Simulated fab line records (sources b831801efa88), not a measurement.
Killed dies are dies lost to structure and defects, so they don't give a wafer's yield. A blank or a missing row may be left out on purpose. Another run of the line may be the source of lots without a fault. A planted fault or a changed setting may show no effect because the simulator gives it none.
fab line records | flow gf180mcu
record: lots: 13 wafers: 39 last-day: 34
route steps=602 shown M1@320 M2@364 V2@404
lots that met no fault: from a run of the same line without faults
start-h: the number of hours between the record's first day and the start of the first shown wafer of the lot | wait-h: how many hours have passed since the lot's step before this one | " same as the row above | L1.1+2: a single row standing in for several wafers | - no value, or no start was given | * or withheld: withheld | < > ~ a bound
route shown NAME@n: NAME is a module with steps in the file, n the number in the route of the first one | usual: mean/standard deviation of fault-free wafers | same: alike in all rows | chamber/n: place in a boat | sites: per-site readings | _std_site: the standard deviation of these | _edge_site: outer sites' mean less inner sites' | radius-mm: how far each site lies from the wafer's centre | mask NAME#n: copy n | behind: the tool/chamber that last shaped the wafer | hold: reason for holding the lot/hours on hold/outcome of the hold | device: which transistor (n, p or np) failed to switch | end of line: tests run on the same wafers once the route is complete | a step without rows: its recipe alone | killed: at the first sort, the dies lost to defects and structure; wafer yield is something else | map: the dies of a wafer, with x for killed, . for not killed, _ for no die there
set.NAME: the setting the step ran with; set.NAME@STEP: the setting that earlier step ran with | model.NAME: the simulator's own value behind a step, which no gauge read
route steps across a sampled set of lots; one table per step, one row per wafer
services: from which hour (start-h, from the record's first day; less than 0 if before it) a tool's chamber was out of use, for how many hours, and why
== steps ==
step: GF_M1_RS_MEAS_05
recipe: thk-meas-gauge: four-point-probe reads: TiN_of_M1_SPUTTER_04+Ti_of_M1_SPUTTER_03+AlCu_of_M1_SPUTTER_02+TiN_of_M1_SPUTTER_01+Ti_of_M1_SPUTTER_00
usual: M1_ALCU_RS: 0.0694/0.0008
columns lot.wafer tool chamber start-h wait-h M1_ALCU_RS[ohm/sq]
L368.1 film-metro-02 - 371.93 0.0 0.0706
L368.2 " - " " 0.0707
L368.5 " - " " 0.0703
L372.3 film-metro-02 - 406.13 0.1 0.0702
L372.5 " - " " 0.0701
L372.6 " - " " 0.0702
L373.2 film-metro-01 - 411.44 0.0 0.0699
L373.4 " - " " 0.0697
L373.6 " - " " 0.0700
L376.1 film-metro-04 - 436.70 0.0 0.0683
L376.2 " - " " 0.0695
L376.5 " - " " 0.0696
L378.1 film-metro-04 - 455.66 0.0 0.0690
L378.3 " - " " 0.0705
L378.5 " - " " 0.0690
L379.1 film-metro-01 - 460.56 0.0 0.0687
L379.3 " - " " 0.0689
L379.5 " - " " 0.0687
L380.1 film-metro-04 - 470.10 0.0 0.0693
L380.3 " - " " 0.0691
L380.4 " - " " 0.0690
L381.2 film-metro-02 - 480.96 0.0 0.0705
L381.4 " - " " 0.0702
L381.6 " - " " 0.0698
L383.2 film-metro-01 - 502.47 0.0 0.0676
L383.3 " - " " 0.0692
L383.4 " - " " 0.0694
L384.1 film-metro-04 - 508.95 0.0 0.0705
L384.4 " - " " 0.0713
L384.6 " - " " 0.0705
L388.1 film-metro-04 - 534.97 0.0 0.0693
L388.2 " - " " 0.0687
L388.5 " - " " 0.0685
L390.1 film-metro-04 - 562.79 0.0 0.0701
L390.4 " - " " 0.0693
L390.6 " - " " 0.0696
L391.2 film-metro-01 - 564.78 0.0 0.0698
L391.5 " - " " 0.0694
L391.6 " - " " 0.0690
step: GF_M2_SPUTTER_02
recipe: material: AlCu target-thk-nm: 450 power-w: 10600 time-s: 23.9 chamber-pressure-pa: 0.4
usual: throttle-valve-pct: 30.1/1
columns lot.wafer tool chamber start-h wait-h throttle-valve-pct
L368.1 pvd-sputter-04 - 420.65 0.0 30.8
L368.2 " - " " 31.0
L368.5 " - " " 31.3
L372.3 pvd-sputter-04 - 458.49 0.0 31.1
L372.5 " - " " 31.0
L372.6 " - " " 30.4
L373.2 pvd-sputter-04 - 462.29 0.0 31.1
L373.4 " - " " 30.1
L373.6 " - " " 29.1
L376.1 pvd-sputter-02 - 488.59 0.0 30.5
L376.2 " - " " 30.8
L376.5 " - " " 30.9
L378.1 pvd-sputter-01 - 507.21 0.0 29.4
L378.3 " - " " 31.7
L378.5 " - " " 31.5
L379.1 pvd-sputter-02 - 511.78 0.0 29.8
L379.3 " - " " 30.6
L379.5 " - " " 29.7
L380.1 pvd-sputter-02 - 521.94 0.0 30.6
L380.3 " - " " 29.5
L380.4 " - " " 29.4
L381.2 pvd-sputter-01 - 530.04 0.0 29.2
L381.4 " - " " 28.0
L381.6 " - " " 28.0
L383.2 pvd-sputter-02 - 551.29 0.0 29.6
L383.3 " - " " 30.6
L383.4 " - " " 30.4
L384.1 pvd-sputter-04 - 558.23 0.0 28.9
L384.4 " - " " 30.3
L384.6 " - " " 31.1
L388.1 pvd-sputter-04 - 583.37 0.0 30.1
L388.2 " - " " 31.0
L388.5 " - " " 29.0
L390.1 pvd-sputter-01 - 609.19 0.0 31.4
L390.4 " - " " 28.3
L390.6 " - " " 28.1
L391.2 pvd-sputter-01 - 611.02 0.0 28.2
L391.5 " - " " 31.4
L391.6 " - " " 28.3
step: GF_M2_METAL_ETCH_16
recipe: chemistry: Cl2/BCl3 mask-material: KrF target-depth-nm: 750.8 stop-on: SiO2 pressure-mtorr: 8 icp-w: 800 bias-w: 140 Cl2_flow_sccm: 80 bcl3-flow-sccm: 40 time-s: 125.1
usual: bcl3-flow-sccm: 39.99/0.11 drypump-motor-current-A: 6.0/0.51 oes-product-au: 0.990/0.0058 throttle-valve-pct: 28.229/0.0099
columns lot.wafer tool chamber start-h wait-h bcl3-flow-sccm drypump-motor-current-A oes-product-au rf-hours-counter-h throttle-valve-pct
L368.1 rie-metal-02 1 445.08 0.0 40.04 5.3 0.989 6 28.219
L368.2 " 0 " " 39.70 6.3 0.989 8 28.225
L368.5 " 0 " " 39.94 6.3 0.994 - 28.230
L372.3 rie-metal-01 0 483.08 0.1 39.79 6.0 0.973 - 28.242
L372.5 " 1 " " 40.04 6.5 0.990 - 28.228
L372.6 " 0 " " 39.89 6.0 0.984 - 28.227
L373.2 rie-metal-02 1 486.43 0.0 39.95 5.2 0.994 7 28.236
L373.4 " 0 " " 40.04 6.4 0.990 - 28.238
L373.6 " 1 " " 40.02 5.3 0.989 - 28.247
L376.1 rie-metal-03 1 512.63 0.0 40.11 5.5 0.981 11 28.221
L376.2 " 0 " " 39.97 6.6 0.985 6 28.214
L376.5 " 1 " " 40.07 5.5 0.984 - 28.224
L378.1 rie-metal-03 1 530.49 0.0 40.06 5.5 0.986 11 28.227
L378.3 " 1 " " 40.09 5.5 0.983 - 28.229
L378.5 " 0 " " 39.84 6.5 1.003 - 28.213
L379.1 rie-metal-03 1 534.85 0.0 39.93 5.5 0.993 11 28.229
L379.3 " 0 " " 39.94 6.6 0.989 - 28.223
L379.5 " 0 " " 39.89 6.6 0.988 - 28.238
L380.1 rie-metal-03 1 544.81 0.0 39.73 5.4 0.995 11 28.214
L380.3 " 1 " " 39.87 5.5 0.992 - 28.225
L380.4 " 0 " " 40.01 6.6 0.994 - 28.212
L381.2 rie-metal-01 0 552.91 0.0 39.93 6.0 0.980 12 28.224
L381.4 " 1 " " 39.91 6.5 0.997 - 28.229
L381.6 " 1 " " 39.85 6.5 0.988 - 28.247
L383.2 rie-metal-02 0 573.58 0.0 40.19 6.4 0.992 11 28.225
L383.3 " 1 " " 39.97 5.3 0.989 - 28.253
L383.4 " 0 " " 40.21 6.3 0.998 - 28.210
L384.1 rie-metal-03 0 580.38 0.0 40.18 6.6 1.000 8 28.225
L384.4 " 0 " " 40.13 6.6 0.987 - 28.233
L384.6 " 1 " " 40.06 5.5 0.994 - 28.244
L388.1 rie-metal-03 0 605.14 0.0 40.22 6.6 0.987 9 28.240
L388.2 " 1 " " 40.11 5.5 0.886 0 28.350
L388.5 " 1 " " 40.01 5.5 0.871 - 28.356
L390.1 rie-metal-01 1 629.83 0.0 39.87 6.5 0.991 2 28.232
L390.4 " 1 " " 40.03 6.5 0.990 - 28.232
L390.6 " 0 " " 40.07 6.0 0.983 - 28.239
L391.2 rie-metal-01 0 631.76 0.0 40.07 6.0 0.994 16 28.215
L391.5 " 0 " " 40.12 6.0 0.990 - 28.230
L391.6 " 1 " " 40.10 6.5 0.990 - 28.213
step: GF_M2_STRIP_17
recipe: chemistry: O2/N2 power-w: 1400 pressure-mtorr: 1500 platen-temp-c: 250 o2-flow-sccm: 3000 n2-flow-sccm: 300 overash-fraction: 0.5
usual: drypump-motor-current-A: 5.7/0.37 heater-power-w: 333/35 oes-product-au: 0.538/0.0049 strip-time-to-endpoint-s: 7.38/0.049
columns lot.wafer tool chamber start-h wait-h drypump-motor-current-A heater-power-w oes-product-au rf-hours-counter-h strip-time-to-endpoint-s
L368.1 plasma-asher-04 1 445.21 0.1 5.8 277 0.535 86 7.38
L368.2 " 0 " " 5.2 325 0.531 86 7.37
L368.5 " 0 " " 5.2 322 0.535 - 7.34
L372.3 plasma-asher-01 0 483.20 0.1 6.5 355 0.541 - 7.47
L372.5 " 0 " " 6.5 357 0.542 - 7.43
L372.6 " 1 " " 5.9 303 0.544 - 7.48
L373.2 plasma-asher-01 1 486.56 0.1 5.8 304 0.536 6 7.36
L373.4 " 0 " " 6.5 366 0.541 - 7.32
L373.6 " 1 " " 5.8 308 0.540 - 7.40
L376.1 plasma-asher-02 1 512.76 0.1 5.4 377 0.539 76 7.40
L376.2 " 0 " " 5.7 325 0.549 76 7.40
L376.5 " 0 " " 5.7 321 0.546 - 7.41
L378.1 plasma-asher-02 0 530.62 0.1 5.7 323 0.541 78 7.45
L378.3 " 1 " " 5.5 381 0.536 - 7.49
L378.5 " 1 " " 5.5 383 0.544 - 7.39
L379.1 plasma-asher-02 1 534.98 0.1 5.5 389 0.530 79 7.35
L379.3 " 1 " " 5.4 379 0.539 - 7.29
L379.5 " 0 " " 5.7 329 0.531 - 7.36
L380.1 plasma-asher-02 1 544.94 0.1 5.5 377 0.534 80 7.38
L380.3 " 0 " " 5.7 325 0.542 - 7.39
L380.4 " 1 " " 5.5 388 0.530 - 7.36
L381.2 plasma-asher-02 1 553.04 0.1 5.5 391 0.538 81 7.37
L381.4 " 0 " " 5.7 324 0.534 - 7.33
L381.6 " 1 " " 5.5 387 0.538 - 7.36
L383.2 plasma-asher-02 1 573.71 0.1 5.5 375 0.531 83 7.40
L383.3 " 1 " " 5.4 384 0.543 - 7.46
L383.4 " 0 " " 5.7 323 0.534 - 7.39
L384.1 plasma-asher-04 0 580.51 0.1 5.2 321 0.541 99 7.28
L384.4 " 1 " " 5.8 277 0.538 - 7.35
L384.6 " 1 " " 5.8 274 0.533 - 7.36
L388.1 plasma-asher-01 0 605.27 0.1 6.5 359 0.530 18 7.39
L388.2 " 1 " " 5.8 317 0.565 18 7.94
L388.5 " 1 " " 5.9 311 0.568 - 7.97
L390.1 plasma-asher-01 0 629.96 0.1 6.6 354 0.530 21 7.40
L390.4 " 1 " " 5.9 311 0.538 - 7.34
L390.6 " 0 " " 6.5 360 0.537 - 7.35
L391.2 plasma-asher-02 0 631.89 0.1 5.7 324 0.544 88 7.44
L391.5 " 0 " " 5.7 311 0.540 - 7.48
L391.6 " 1 " " 5.5 387 0.549 - 7.42
step: GF_V2_SPUTTER_22
recipe: material: TiN target-thk-nm: 10 chamber-pressure-pa: 5 power-w: 4000 time-s: 40
usual: throttle-valve-pct: 30.3/1
columns lot.wafer tool chamber start-h wait-h throttle-valve-pct
L368.1 pvd-sputter-04 - 472.03 0.0 30.4
L368.2 " - " " 31.2
L368.5 " - " " 31.4
L372.3 pvd-sputter-01 - 508.84 0.0 31.5
L372.5 " - " " 29.4
L372.6 " - " " 31.5
L373.2 pvd-sputter-03 - 513.16 0.0 31.2
L373.4 " - " " 29.7
L373.6 " - " " 29.8
L376.1 pvd-sputter-03 - 538.06 0.0 29.7
L376.2 " - " " 30.7
L376.5 " - " " 30.8
L378.1 pvd-sputter-04 - 554.61 0.0 30.3
L378.3 " - " " 29.2
L378.5 " - " " 31.1
L379.1 pvd-sputter-04 - 559.03 0.0 30.4
L379.3 " - " " 29.0
L379.5 " - " " 30.9
L380.1 pvd-sputter-01 - 569.07 0.0 31.4
L380.3 " - " " 29.4
L380.4 " - " " 31.4
L381.2 pvd-sputter-04 - 576.66 0.0 31.1
L381.4 " - " " 30.2
L381.6 " - " " 30.9
L383.2 pvd-sputter-04 - 598.04 0.0 31.0
L383.3 " - " " 29.0
L383.4 " - " " 30.9
L384.1 pvd-sputter-03 - 604.57 0.0 31.2
L384.4 " - " " 29.7
L384.6 " - " " 31.5
L388.1 pvd-sputter-04 - 627.82 0.0 29.1
L388.2 " - " " 31.1
L388.5 " - " " 31.2
L390.1 pvd-sputter-03 - 652.20 0.0 29.7
L390.4 " - " " 30.3
L390.6 " - " " 30.9
L391.2 pvd-sputter-01 - 654.11 0.0 31.2
L391.5 " - " " 29.4
L391.6 " - " " 28.4
== services ==
columns tool chamber start-h hours kind
pvd-sputter-03 - 408.94 3.6 repair
pvd-sputter-02 - 418.40 2.2 repair
plasma-asher-01 - 421.25 9.0 pm
rie-metal-01 0 439.28 1.2 repair
pvd-sputter-01 0 457.66 - consumable-replace:kit
pvd-sputter-01 0 457.66 18.0 scheduled-down
pvd-sputter-01 0 457.66 18.0 vent-cycle
rie-metal-03 - 460.63 2.8 pm
rie-metal-01 1 461.81 16.8 repair
plasma-asher-04 - 506.05 14.6 pm
plasma-asher-01 - 511.69 2.8 pm
pvd-sputter-04 - 516.42 2.7 repair
rie-metal-01 - 519.82 2.8 pm
pvd-sputter-02 - 520.89 0.6 repair
rie-metal-02 - 529.21 0.9 repair
pvd-sputter-03 - 539.47 9.2 repair
pvd-sputter-02 - 577.15 8.9 repair
rie-metal-03 1 580.63 - clean
pvd-sputter-01 3 589.84 - consumable-replace:kit
pvd-sputter-01 3 589.84 18.0 scheduled-down
pvd-sputter-01 3 589.84 18.0 vent-cycle
plasma-asher-02 - 601.66 4.3 pm
plasma-asher-02 - 618.05 7.6 repair
plasma-asher-01 - 653.50 15.6 pm
== key ==
first-sign: step: GF_M2_METAL_ETCH_16 reading: oes-product-au direction: down sigmas: 19 usual: 0.990 struck: 0.878
effect: step: GF_M2_METAL_ETCH_16 reading: throttle-valve-pct direction: up sigmas: 13 usual: 28.229 struck: 28.353
effect: step: GF_M2_STRIP_17 reading: strip-time-to-endpoint-s direction: up sigmas: 12 usual: * struck: *
met-at GF_M2_METAL_ETCH_16
struck-lots L388
struck-wafers L388.2,L388.5
sort-left-out L388.2,L388.5
loop-trim: step: GF_V2_EXPOSE_11 setting: dose lots: L388
not-acting-at GF_M1_RS_MEAS_05,GF_M2_SPUTTER_02,GF_V2_SPUTTER_22
onset-between 580.38 605.14
fault: kind: process-parameter-drift tool: rie-metal-03 chamber: 1 onset-h: 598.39 steps: GF_M2_METAL_ETCH_16 channel: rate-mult offset: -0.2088 shape: step end-h: 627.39
sort-left-out: the simulated sort isn't trusted on such a fault, so these wafers' sort isn't shown, and their yield isn't known
loop-trim: a control loop set the setting to another value than it would have without faults
